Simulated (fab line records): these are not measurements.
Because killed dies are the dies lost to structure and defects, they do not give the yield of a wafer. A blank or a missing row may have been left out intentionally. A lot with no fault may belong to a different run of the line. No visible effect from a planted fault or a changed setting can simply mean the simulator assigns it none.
fab line records    flow sky130
record lots=5  wafers=15  lastDay=50
route steps=708 shown RES_XHIGH@334 SD_N@342
lots that met no fault: taken from a fault-free run of the same line
startH: hours from the record's opening day to when the first of the lot's shown wafers began    waitH: hours elapsed since this lot's preceding step    " repeats the value in the row above    L1.1+2: several wafers, shown together as one row    - no value, or no start given    * or withheld: withheld    < > ~ a bound
route shown NAME@n: names a module that has steps shown in the file, with the first one's number in the route    usual: average and standard deviation across the fault-free wafers    same: alike in all rows    chamber/n: place in a boat    sites: the reading at each site    _std_site: standard deviation across them    _edge_site: mean of outer sites minus mean of inner sites    radiusMm: how far each site lies from the wafer's centre    mask NAME#n: copy n    behind: the most recent tool/chamber to have shaped the wafer    hold: why the lot went on hold/how many hours it stayed there/how the hold came to an end    device: the transistor (n, p or np) that didn't switch    end of line: tests of these same wafers at the route's end    step lacking rows: just its recipe    killed: the dies lost at the first sort to structure and to defects; this is not the yield of the wafer    map: per-die view of a wafer (x killed, . not killed, _ where there is no die)
set.NAME: the run value of the setting; set.NAME@STEP: its run value at that earlier step    model.NAME: the simulator's own value behind a step, which no gauge read
lots at selected steps of the route; one table per step, one row per wafer
services: when a tool's chamber went out of use (startH, in hours from the record's first day, below 0 if earlier), for how many hours, and the reason
## steps
# step SKY_RES_XHIGH_COAT_02
# recipe resist=NOVOLAK  spinRpm=3000  resistThkNm=1140
# step SKY_RES_XHIGH_SOFTBAKE_03
# recipe tempC=90  timeS=60  resist=NOVOLAK
# step SKY_RES_XHIGH_EXPOSE_04
# recipe maskId=URPM  na=0.6  sourceShape=conventional  sigmaOuter=0.6  polarization=unpolarized  targetCdNm=1270  doseMj=140
# step SKY_RES_XHIGH_PEB_05
# recipe tempC=withheld  timeS=*  resist=NOVOLAK
# step SKY_RES_XHIGH_DEVELOP_06
# recipe resist=NOVOLAK  developer=TMAH  developTimeS=60  devTempC=23
# step SKY_RES_XHIGH_IMPLANT_07
# recipe species=BF2  energyKev=20  doseCm2=3.6e+14  tiltDeg=0
# step SKY_RES_XHIGH_STRIP_08
# recipe chemistry=O2/N2  powerW=1400  pressureMtorr=1500  platenTempC=withheld  o2FlowSccm=3000  n2FlowSccm=300  overashFraction=0.5
# usual drypumpMotorCurrentA=5.56/0.27  oesProductAu=0.711/0.0038  stripTimeToEndpointS=14.27/0.034
lot.wafer  tool            chamber  startH  waitH  drypumpMotorCurrentA  oesProductAu  rfHoursCounterH  stripTimeToEndpointS
L242.2     plasmaAsher-03  1        636.69  0.1    5.56                  0.714         19               14.28
L242.5     "               1        "       "      5.59                  0.711         -                14.27
L242.6     "               0        "       "      5.37                  0.713         -                14.29
L248.1     plasmaAsher-02  1        682.39  0.1    5.40                  0.710         99               14.26
L248.4     "               1        "       "      5.36                  0.716         -                14.28
L248.5     "               1        "       "      5.38                  0.711         -                14.26
L250.1     plasmaAsher-01  0        706.76  0.1    6.04                  0.709         58               14.23
L250.3     "               0        "       "      6.06                  0.708         -                14.27
L250.5     "               1        "       "      5.87                  0.711         -                14.21
L252.1     plasmaAsher-02  0        719.23  0.1    5.32                  0.710         103              14.27
L252.4     "               1        "       "      5.35                  0.711         -                14.36
L252.5     "               1        "       "      5.35                  0.714         -                14.28
L261.2     plasmaAsher-01  0        784.59  0.1    6.06                  0.717         65               14.21
L261.3     "               0        "       "      6.04                  0.714         -                14.23
L261.6     "               0        "       "      6.05                  0.711         -                14.25
# step SKY_RES_XHIGH_TW_MEAS_09
# usual RES_XHIGH_TW=1632/6.3
lot.wafer  tool          chamber  startH  waitH  RES_XHIGH_TW
L242.2     filmMetro-03  -        636.80  0.1    1636
L242.5     "             -        "       "      1636
L242.6     "             -        "       "      1632
L248.1     filmMetro-01  -        682.49  0.1    1631
L248.4     "             -        "       "      1628
L248.5     "             -        "       "      1634
L250.1     filmMetro-04  -        706.86  0.1    1630
L250.3     "             -        "       "      1629
L250.5     "             -        "       "      1630
L252.1     filmMetro-03  -        719.33  0.1    1637
L252.4     "             -        "       "      1639
L252.5     "             -        "       "      1637
L261.2     filmMetro-01  -        784.70  0.1    1632
L261.3     "             -        "       "      1631
L261.6     "             -        "       "      1638
# step SKY_SD_N_DEHYDRATE_00
# recipe tempC=200  timeS=60
# step SKY_SD_N_HMDS_01
# recipe primeTimeS=60  primeTempC=120
# step SKY_SD_N_COAT_02
# recipe resist=NOVOLAK  spinRpm=3000  resistThkNm=1140
# step SKY_SD_N_SOFTBAKE_03
# recipe tempC=90  timeS=60  resist=NOVOLAK
# step SKY_SD_N_EXPOSE_04
# recipe maskId=NSDM  na=0.6  sourceShape=conventional  sigmaOuter=0.6  polarization=unpolarized  targetCdNm=380  doseMj=141
# usual exposureDoseMJCm2=141.01/0.13
# same sigmaOuter=0.6
lot.wafer  tool             chamber  startH  waitH  mask       exposureDoseMJCm2
L242.2     ilineStepper-01  0        651.47  -      NSDM#0     141.09
L242.5     "                0        "       "      NSDM#0     141.01
L242.6     "                0        "       "      NSDM#0     141.00
L248.1     ilineStepper-02  0        696.30  -      NSDM#0     140.95
L248.4     "                0        "       "      NSDM#0     141.00
L248.5     "                0        "       "      NSDM#0     141.09
L250.1     ilineStepper-02  0        721.29  -      NSDM_R1#0  141.06
L250.3     "                0        "       "      NSDM_R1#0  141.03
L250.5     "                0        "       "      NSDM_R1#0  140.91
L252.1     ilineStepper-01  0        732.78  -      NSDM#0     140.79
L252.4     "                0        "       "      NSDM#0     141.11
L252.5     "                0        "       "      NSDM#0     140.99
L261.2     ilineStepper-01  0        798.30  -      NSDM#0     141.23
L261.3     "                0        "       "      NSDM#0     141.23
L261.6     "                0        "       "      NSDM#0     141.10
# step SKY_SD_N_PEB_05
# recipe tempC=withheld  timeS=*  resist=NOVOLAK
# step SKY_SD_N_DEVELOP_06
# recipe resist=NOVOLAK  developer=TMAH  developTimeS=60  devTempC=23
# step SKY_SD_N_CD_MEAS_07
# recipe targetCdNm=380
# usual cdNm=379.4/2.6
lot.wafer  tool      chamber  startH  waitH  cdNm
L242.2     cdSem-02  -        665.19  0.1    377.3
L242.5     "         -        "       "      376.4
L242.6     "         -        "       "      377.7
L248.1     cdSem-02  -        709.88  0.1    381.4
L248.4     "         -        "       "      382.7
L248.5     "         -        "       "      380.6
L250.1     cdSem-01  -        734.98  0.2    331.3
L250.3     "         -        "       "      332.2
L250.5     "         -        "       "      332.6
L252.1     cdSem-01  -        746.74  0.1    381.1
L252.4     "         -        "       "      383.1
L252.5     "         -        "       "      381.3
L261.2     cdSem-01  -        811.95  0.1    375.9
L261.3     "         -        "       "      375.5
L261.6     "         -        "       "      374.5
# step SKY_SD_N_OVL_MEAS_08
# usual SD_N_OVL=-1.1/1.2
lot.wafer  tool        chamber  startH  waitH  SD_N_OVL[nm]
L242.2     overlay-01  -        665.30  0.1    -0.3
L242.5     "           -        "       "      -0.8
L242.6     "           -        "       "      -2.3
L248.1     overlay-01  -        710.00  0.1    -3.0
L248.4     "           -        "       "      -2.1
L248.5     "           -        "       "      -2.5
L250.1     overlay-01  -        735.10  0.1    -1.8
L250.3     "           -        "       "      -1.3
L250.5     "           -        "       "      -2.4
L252.1     overlay-02  -        746.86  0.1    0.2
L252.4     "           -        "       "      0.7
L252.5     "           -        "       "      0.5
L261.2     overlay-02  -        812.06  0.1    -0.9
L261.3     "           -        "       "      -1.3
L261.6     "           -        "       "      -1.7
## services
tool             chamber  startH  hours  kind
plasmaAsher-02   -        640.70  0.9    repair
ilineStepper-01  -        647.20  1.7    pm
ilineStepper-01  -        668.32  25.0   repair
plasmaAsher-01   -        672.78  3.0    repair
ilineStepper-01  -        693.35  4.3    pm
ilineStepper-02  -        700.81  1.7    pm
plasmaAsher-02   -        707.89  0.5    repair
plasmaAsher-01   -        717.02  2.8    pm
ilineStepper-01  -        717.81  4.4    pm
plasmaAsher-02   -        733.75  9.0    pm
plasmaAsher-02   0        733.75  9.0    ventCycle
plasmaAsher-02   1        733.75  9.0    ventCycle
plasmaAsher-02   0        742.75  -      clean
plasmaAsher-02   1        742.75  -      clean
plasmaAsher-03   -        783.51  2.8    pm
plasmaAsher-01   -        794.48  8.2    repair
ilineStepper-02  -        795.43  12.6   repair
## key
firstSign step=SKY_SD_N_EXPOSE_04  reading=mask  direction=changed
effect step=SKY_SD_N_CD_MEAS_07  reading=cdNm  direction=down  sigmas=18  usual=379.4  struck=332.0
metAt SKY_SD_N_EXPOSE_04
struckWafers L250.1,L250.3,L250.5
sortLeftOut L250.1,L250.3,L250.5
testerLeftOut L250
onsetBetween 696.30 721.29
fault kind=wrongMask  tool=any  chamber=-  onsetH=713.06  steps=SKY_SD_N_EXPOSE_04  auxCopy=NSDM_R1#0  cdOffsetNm=-46  scope=struckLotsOnly
# testerLeftOut: of these lots the tester's yield and bins aren't shown, on N5 and GAA mostly nor the transistor test; their killed dies are dies lost to structure and defects alone, not to doping, threshold or leakage, so they don't give the yield
# sortLeftOut: the simulated sort isn't trusted on such a fault, so these wafers' sort isn't shown, and their yield isn't known
